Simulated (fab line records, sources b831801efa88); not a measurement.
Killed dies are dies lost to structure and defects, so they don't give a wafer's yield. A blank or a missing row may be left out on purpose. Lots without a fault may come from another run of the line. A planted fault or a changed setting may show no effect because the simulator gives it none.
fab line records | flow sky130
record lots=14 wafers=42 last_day=50
route steps=708 shown FIELD_ISO@17 VT_ADJUST_PCH@149 PAD_OPEN@708
lots that met no fault: from a run of the same line without faults
start_h: hours from the record's first day to the start of the lot's first wafer shown | wait_h: hours since the lot's step before | " the same as in the row above | L1.1+2: a row that stands for several wafers | - no value, or no start given | * or withheld: withheld | < > ~ a bound
route shown NAME@n: a module of which the file shows steps, and the number in the route of the first | usual: mean/standard deviation of fault-free wafers | same: alike in all rows | chamber/n: place in a boat | sites: the reading at each site | _std_site: their standard deviation | _edge_site: outer sites' mean less inner sites' | radius_mm: how far each site lies from the wafer's centre | mask NAME#n: copy n | behind: the tool/chamber that last shaped the wafer | hold: why the lot was held/for how many hours/how that ended | device: the transistor (n, p or np) that didn't switch | end of line: the same wafers' tests at the end of the route | a step without rows: its recipe alone | killed: dies lost to structure and defects at the first sort, not the wafer's yield | map: a wafer's dies, x killed, . not, _ none there
set.NAME: the setting as run; set.NAME@STEP: as run at that earlier step | model.NAME: the simulator's own value behind a step, which no gauge read
steps of the route over a sample of lots; a table a step, a row a wafer
services: from which hour (start_h, from the record's first day; less than 0 if before it) a tool's chamber was out of use, for how many hours, and why
## steps
# step SKY_FIELD_ISO_STRIP_16
# recipe chemistry=O2/N2 power_w=1400 pressure_mtorr=1500 platen_temp_c=withheld o2_flow_sccm=3000 n2_flow_sccm=300 overash_fraction=0.5
# usual drypump_motor_current_A=5.9/0.46 oes_product_au=0.378/0.0041 strip_time_to_endpoint_s=3.57/0.035
# columns lot.wafer tool chamber start_h wait_h drypump_motor_current_A oes_product_au rf_hours_counter_h strip_time_to_endpoint_s
L488.3 plasma_asher-03 0 29.23 0.1 5.7 0.373 - 3.58
L488.4 " 1 " " 5.9 0.384 - 3.57
L488.5 " 1 " " 5.9 0.377 - 3.56
L489.1 plasma_asher-04 0 34.24 0.0 6.1 0.375 36 3.62
L489.4 " 1 " " 6.3 0.382 - 3.59
L489.6 " 0 " " 6.1 0.383 - 3.57
L491.1 plasma_asher-03 1 46.32 0.0 5.9 0.380 38 3.53
L491.3 " 1 " " 5.9 0.379 - 3.57
L491.6 " 1 " " 5.8 0.375 - 3.55
L492.3 plasma_asher-02 0 48.89 0.1 6.5 0.381 - 3.60
L492.4 " 1 " " 5.1 0.376 - 3.60
L492.6 " 1 " " 5.0 0.371 - 3.56
L493.2 plasma_asher-02 0 55.36 0.0 6.4 0.372 36 3.54
L493.3 " 0 " " 6.4 0.378 - 3.54
L493.4 " 1 " " 5.0 0.382 - 3.57
L494.2 plasma_asher-03 0 60.32 0.0 5.7 0.377 40 3.53
L494.4 " 1 " " 5.9 0.375 - 3.52
L494.6 " 0 " " 5.7 0.375 - 3.52
L497.1 plasma_asher-03 1 76.26 0.0 5.9 0.377 41 3.56
L497.3 " 1 " " 5.9 0.375 - 3.61
L497.5 " 1 " " 5.9 0.368 - 3.63
L500.1 plasma_asher-02 0 90.96 0.0 6.4 0.372 40 3.60
L500.2 " 1 " " 5.1 0.375 40 3.58
L500.4 " 1 " " 5.1 0.382 - 3.57
L501.2 plasma_asher-02 1 97.69 0.0 5.1 0.380 40 3.53
L501.5 " 0 " " 6.5 0.380 - 3.58
L501.6 " 1 " " 5.0 0.374 - 3.56
L504.3 plasma_asher-03 1 112.04 0.1 5.9 0.374 - 3.48
L504.5 " 1 " " 5.9 0.374 - 3.54
L504.6 " 0 " " 5.7 0.379 - 3.54
L506.2 plasma_asher-02 0 122.44 0.0 6.4 0.376 43 3.60
L506.5 " 0 " " 6.4 0.374 - 3.59
L506.6 " 1 " " 5.0 0.377 - 3.56
L508.1 plasma_asher-03 1 134.27 0.0 5.9 0.373 47 3.57
L508.2 " 0 " " 5.7 0.386 47 3.60
L508.3 " 0 " " 5.7 0.382 - 3.59
L509.4 plasma_asher-02 1 138.24 0.1 5.1 0.383 - 3.55
L509.5 " 0 " " 6.4 0.383 - 3.48
L509.6 " 1 " " 5.0 0.384 - 3.58
L511.1 plasma_asher-04 1 150.07 0.0 6.2 0.376 3 3.58
L511.2 " 0 " " 6.2 0.382 3 3.58
L511.6 " 0 " " 6.2 0.379 - 3.61
# step SKY_FIELD_ISO_THK_MEAS_25
# recipe reads=SiO2_of_FIELD_ISO_CVD_24
# usual FIELD_ISO_CVD_24_THK=595/6.5
# columns lot.wafer tool chamber start_h wait_h FIELD_ISO_CVD_24_THK[nm]
L488.3 film_metro-04 - 30.96 0.1 597
L488.4 " - " " 604
L488.5 " - " " 606
L489.1 film_metro-01 - 37.49 0.0 599
L489.4 " - " " 593
L489.6 " - " " 596
L491.1 film_metro-01 - 48.09 0.0 590
L491.3 " - " " 589
L491.6 " - " " 589
L492.3 film_metro-01 - 50.97 0.1 591
L492.4 " - " " 585
L492.6 " - " " 597
L493.2 film_metro-01 - 58.22 0.0 601
L493.3 " - " " 596
L493.4 " - " " 606
L494.2 film_metro-02 - 65.08 0.0 604
L494.4 " - " " 600
L494.6 " - " " 590
L497.1 film_metro-02 - 78.96 0.0 581
L497.3 " - " " 597
L497.5 " - " " 587
L500.1 film_metro-01 - 93.78 0.0 598
L500.2 " - " " 597
L500.4 " - " " 591
L501.2 film_metro-01 - 100.49 0.0 600
L501.5 " - " " 597
L501.6 " - " " 593
L504.3 film_metro-01 - 114.22 0.1 586
L504.5 " - " " 594
L504.6 " - " " 579
L506.2 film_metro-01 - 124.20 0.0 591
L506.5 " - " " 600
L506.6 " - " " 598
L508.1 film_metro-02 - 136.01 0.0 603
L508.2 " - " " 594
L508.3 " - " " 590
L509.4 film_metro-01 - 140.40 0.0 589
L509.5 " - " " 588
L509.6 " - " " 603
L511.1 film_metro-02 - 152.80 0.0 594
L511.2 " - " " 605
L511.6 " - " " 598
# step SKY_VT_ADJUST_PCH_DEVELOP_06
# recipe wall_angle_deg=90 developer=TMAH develop_time_s=60 dev_temp_c=23
# usual developer_temp_C=23.00/0.11
# columns lot.wafer tool chamber start_h wait_h developer_temp_C
L488.3 litho_track-03 0 222 - 23.09
L488.4 " 0 " " 23.08
L488.5 " 0 " " 23.27
L489.1 litho_track-02 0 232 - 22.97
L489.4 " 0 " " 22.98
L489.6 " 0 " " 22.91
L491.1 litho_track-03 0 249 - 22.94
L491.3 " 0 " " 23.01
L491.6 " 0 " " 22.94
L492.3 litho_track-03 0 255 - 22.90
L492.4 " 0 " " 22.92
L492.6 " 0 " " 22.93
L493.2 litho_track-04 0 267 - 23.08
L493.3 " 0 " " 23.00
L493.4 " 0 " " 23.11
L494.2 litho_track-03 0 274 - 23.03
L494.4 " 0 " " 22.94
L494.6 " 0 " " 22.98
L497.1 litho_track-02 0 294 - 22.99
L497.3 " 0 " " 23.22
L497.5 " 0 " " 22.95
L500.1 litho_track-02 0 318 - 22.19
L500.2 " 0 " " 22.07
L500.4 " 0 " " 22.03
L501.2 litho_track-02 0 330 - 22.08
L501.5 " 0 331 - 22.14
L501.6 " 0 " " 22.04
L504.3 litho_track-03 0 348 - 23.18
L504.5 " 0 " " 23.04
L504.6 " 0 " " 22.93
L506.2 litho_track-03 0 364 - 22.86
L506.5 " 0 " " 23.09
L506.6 " 0 " " 22.95
L508.1 litho_track-04 0 381 - 22.91
L508.2 " 0 " " 22.98
L508.3 " 0 " " 22.90
L509.4 litho_track-03 0 391 - 22.86
L509.5 " 0 " " 22.77
L509.6 " 0 " " 22.87
L511.1 litho_track-03 0 405 - 23.08
L511.2 " 0 406 - 23.05
L511.6 " 0 " " 23.07
# step SKY_PAD_OPEN_PROBE_99
# usual killed_at_M0_to_M3=43/6.7 killed_at_M4_up=3.2/1.8 killed_at_contacts=24/4.8 killed_at_front_end=16/4.2 killed_at_other=0.3/0.56 killed_dies=86/8.5 killed_open=47/6.7 killed_short=39/6
# same gross_dies=492 killed_at_back_side=0
# columns lot.wafer tool chamber start_h wait_h killed_at_M0_to_M3 killed_at_M4_up killed_at_contacts killed_at_front_end killed_at_other killed_dies killed_open killed_short
L489.1 prober-02 - 1075.77 0.1 35 0 25 21 0 81 42 39
L489.4 prober-02 - 1075.92 0.2 38 7 27 18 0 90 45 45
L489.6 prober-02 - 1076.02 0.2 48 2 17 16 1 84 39 45
L491.1 prober-02 - 1090.83 0.1 35 4 19 20 0 78 45 32
L491.3 prober-02 - 1090.93 0.2 40 5 19 16 0 80 46 34
L491.6 prober-02 - 1091.08 0.2 50 1 21 18 0 90 55 35
L493.2 prober-02 - 1106.62 0.1 39 1 23 14 0 77 41 36
L493.3 prober-02 - 1106.67 0.2 41 4 25 15 0 85 47 37
L493.4 prober-02 - 1106.72 0.2 43 3 28 17 0 91 44 46
L494.2 prober-01 - 1115.58 0.1 52 3 23 16 2 96 49 46
L494.4 prober-01 - 1115.68 0.2 46 2 25 15 1 89 44 44
L494.6 prober-01 - 1115.78 0.2 55 6 18 13 0 92 41 51
L500.1 prober-01 - 1144.96 0.1 38 2 40 18 0 98 53 45
L500.2 prober-01 - 1145.01 0.1 44 2 23 20 0 89 52 37
L500.4 prober-01 - 1145.11 0.2 25 2 23 15 0 65 35 30
L501.2 prober-02 - 1152.00 0.1 58 4 30 14 0 106 57 49
L501.5 prober-02 - 1152.15 0.2 54 2 27 18 0 101 53 48
L501.6 prober-02 - 1152.20 0.2 48 4 25 21 1 99 51 47
L506.2 prober-01 - 1176.96 0.1 51 1 19 20 1 92 48 44
L506.5 prober-01 - 1177.11 0.2 39 1 20 15 1 76 41 34
L506.6 prober-01 - 1177.16 0.2 47 5 26 14 0 92 48 44
# killed by level:class
L489.1 FIELD_ISO:geometric_particle:open=10 VIA1:geometric_particle:open=9 CONTACT:geometric_particle:short=8 METAL2:geometric_particle:short=8 LI_CONTACT:geometric_particle:open=6 LOCAL_INTERCONNECT:geometric_particle:short=5 FIELD_ISO:geometric_particle:short=4 VIA3:geometric_particle:open=4
L489.4 CONTACT:geometric_particle:open=10 LI_CONTACT:geometric_particle:open=8 VIA1:geometric_particle:open=8 POLY_GATE:geometric_particle:short=7 VIA2:geometric_particle:open=5 LOCAL_INTERCONNECT:geometric_particle:short=5 METAL1:geometric_particle:short=5 METAL2:geometric_particle:short=5
L489.6 VIA2:geometric_particle:open=9 VIA1:geometric_particle:open=8 VIA3:geometric_particle:short=7 CONTACT:geometric_particle:short=6 VIA3:geometric_particle:open=6 POLY_GATE:geometric_particle:short=5 LI_CONTACT:geometric_particle:open=5 METAL1:geometric_particle:short=5
L491.1 CONTACT:geometric_particle:open=10 FIELD_ISO:geometric_particle:short=8 VIA3:geometric_particle:open=8 VIA2:geometric_particle:open=7 VIA1:geometric_particle:open=6 METAL1:geometric_particle:short=5 FIELD_ISO:geometric_particle:open=4 LOCAL_INTERCONNECT:geometric_particle:short=4
L491.3 VIA1:geometric_particle:open=10 VIA3:geometric_particle:open=9 FIELD_ISO:geometric_particle:short=7 LI_CONTACT:geometric_particle:open=7 CONTACT:geometric_particle:open=6 METAL2:geometric_particle:short=6 CONTACT:geometric_particle:short=5 POLY_GATE:geometric_particle:open=5
L491.6 VIA1:geometric_particle:open=10 VIA3:geometric_particle:open=10 CONTACT:geometric_particle:open=8 VIA2:geometric_particle:open=8 LI_CONTACT:geometric_particle:open=5 VIA2:geometric_particle:short=5 FIELD_ISO:geometric_particle:short=4 POLY_GATE:geometric_particle:short=4
L493.2 VIA1:geometric_particle:open=10 CONTACT:geometric_particle:open=9 LI_CONTACT:geometric_particle:open=8 VIA1:geometric_particle:short=7 POLY_GATE:geometric_particle:open=5 METAL1:geometric_particle:short=5 VIA2:geometric_particle:short=5 POLY_GATE:geometric_particle:short=4
L493.3 LI_CONTACT:geometric_particle:open=7 CONTACT:geometric_particle:open=7 VIA3:geometric_particle:open=7 FIELD_ISO:geometric_particle:open=6 VIA1:geometric_particle:open=5 VIA2:geometric_particle:open=5 LI_CONTACT:geometric_particle:short=4 CONTACT:geometric_particle:short=4
L493.4 CONTACT:geometric_particle:open=12 VIA1:geometric_particle:open=8 CONTACT:geometric_particle:short=8 METAL2:geometric_particle:short=8 POLY_GATE:geometric_particle:short=7 VIA2:geometric_particle:open=5 VIA3:geometric_particle:open=5 POLY_GATE:geometric_particle:open=4
L494.2 VIA1:geometric_particle:open=15 METAL2:geometric_particle:short=6 LOCAL_INTERCONNECT:geometric_particle:short=6 VIA1:geometric_particle:short=6 POLY_GATE:geometric_particle:open=5 METAL1:geometric_particle:short=5 CONTACT:geometric_particle:open=5 VIA2:geometric_particle:open=5
L494.4 VIA3:geometric_particle:open=11 CONTACT:geometric_particle:open=8 LI_CONTACT:geometric_particle:open=6 METAL2:geometric_particle:short=6 LOCAL_INTERCONNECT:geometric_particle:short=5 VIA1:geometric_particle:open=5 POLY_GATE:geometric_particle:open=4 POLY_GATE:geometric_particle:short=4
L494.6 VIA1:geometric_particle:open=13 METAL1:geometric_particle:short=9 METAL2:geometric_particle:short=8 VIA3:geometric_particle:open=7 METAL4:geometric_particle:short=5 LOCAL_INTERCONNECT:geometric_particle:short=5 CONTACT:geometric_particle:open=5 VIA2:geometric_particle:open=5
L500.1 CONTACT:geometric_particle:open=17 CONTACT:geometric_particle:short=8 VIA3:geometric_particle:open=8 VIA1:geometric_particle:short=6 FIELD_ISO:geometric_particle:open=5 LOCAL_INTERCONNECT:geometric_particle:open=5 VIA2:geometric_particle:open=5 FIELD_ISO:geometric_particle:short=4
L500.2 LI_CONTACT:geometric_particle:open=8 VIA1:geometric_particle:open=7 VIA2:geometric_particle:open=7 CONTACT:geometric_particle:open=6 METAL1:geometric_particle:short=6 VIA3:geometric_particle:open=6 FIELD_ISO:geometric_particle:open=5 FIELD_ISO:geometric_particle:short=5
L500.4 CONTACT:geometric_particle:open=10 POLY_GATE:geometric_particle:short=6 FIELD_ISO:geometric_particle:open=5 LI_CONTACT:geometric_particle:open=4 VIA3:geometric_particle:short=4 FIELD_ISO:geometric_particle:short=3 CONTACT:geometric_particle:short=3 VIA1:geometric_particle:open=3
L501.2 CONTACT:geometric_particle:open=10 VIA2:geometric_particle:open=9 VIA1:geometric_particle:open=9 METAL2:geometric_particle:short=8 VIA3:geometric_particle:open=8 LI_CONTACT:geometric_particle:open=7 METAL3:geometric_particle:short=7 CONTACT:geometric_particle:short=6
L501.5 VIA1:geometric_particle:open=14 VIA2:geometric_particle:open=11 LI_CONTACT:geometric_particle:open=9 VIA1:geometric_particle:short=7 LOCAL_INTERCONNECT:geometric_particle:short=6 CONTACT:geometric_particle:short=5 FIELD_ISO:geometric_particle:short=4 POLY_GATE:geometric_particle:short=4
L501.6 VIA1:geometric_particle:open=11 LI_CONTACT:geometric_particle:open=7 VIA3:geometric_particle:open=6 FIELD_ISO:geometric_particle:open=5 VIA2:geometric_particle:open=5 LOCAL_INTERCONNECT:geometric_particle:short=5 CONTACT:geometric_particle:short=5 CONTACT:geometric_particle:open=5
L506.2 VIA1:geometric_particle:open=9 VIA2:geometric_particle:open=8 LI_CONTACT:geometric_particle:open=7 VIA3:geometric_particle:open=7 FIELD_ISO:geometric_particle:short=6 METAL1:geometric_particle:short=6 VIA3:geometric_particle:short=6 CONTACT:geometric_particle:open=4
L506.5 VIA1:geometric_particle:open=11 CONTACT:geometric_particle:open=7 FIELD_ISO:geometric_particle:short=4 POLY_GATE:geometric_particle:short=4 LI_CONTACT:geometric_particle:short=4 LOCAL_INTERCONNECT:geometric_particle:short=4 METAL1:geometric_particle:short=4 METAL2:geometric_particle:short=4
L506.6 LI_CONTACT:geometric_particle:open=11 VIA1:geometric_particle:open=9 METAL2:geometric_particle:short=6 FIELD_ISO:geometric_particle:open=5 CONTACT:geometric_particle:short=5 METAL1:geometric_particle:short=5 VIA1:geometric_particle:short=5 VIA2:geometric_particle:open=5
## services
# columns tool chamber start_h hours kind
plasma_asher-02 - 25.33 2.1 repair
plasma_asher-04 - 44.88 13.8 repair
litho_track-02 - 63.71 - consumable_replace:filter
plasma_asher-03 - 78.55 2.8 pm
plasma_asher-04 - 90.79 6.1 repair
litho_track-04 - 91.14 - consumable_replace:filter
litho_track-03 - 106.08 - consumable_replace:filter
plasma_asher-04 - 108.75 9.0 pm
plasma_asher-04 0 108.75 9.0 vent_cycle
plasma_asher-04 1 108.75 9.0 vent_cycle
plasma_asher-04 0 117.75 - clean
plasma_asher-04 1 117.75 - clean
plasma_asher-03 - 235.80 0.3 repair
litho_track-02 - 332.79 - consumable_replace:filter
plasma_asher-04 - 340.54 4.7 repair
plasma_asher-02 - 356.20 2.8 pm
plasma_asher-04 - 372.95 2.3 repair
plasma_asher-03 - 377.28 1.8 repair
## key
first_sign step=SKY_VT_ADJUST_PCH_DEVELOP_06 reading=developer_temp_C direction=down sigmas=8.3 usual=* struck=*
effect none on later readings
met_at SKY_VT_ADJUST_PCH_DEVELOP_06
struck_lots L500,L501
tester_left_out L500,L501
not_acting_at SKY_FIELD_ISO_STRIP_16,SKY_FIELD_ISO_THK_MEAS_25
onset_between 294 318
fault kind=process_parameter_drift tool=litho_track-02 chamber=- onset_h=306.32 steps=SKY_VT_ADJUST_PCH_DEVELOP_06 channel=dev_temp_c offset=* shape=step end_h=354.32 acts_in=* stated=*
# tester_left_out: of these lots the tester's yield and bins aren't shown, on N5 and GAA mostly nor the transistor test; their killed dies are dies lost to structure and defects alone, not to doping, threshold or leakage, so they don't give the yield
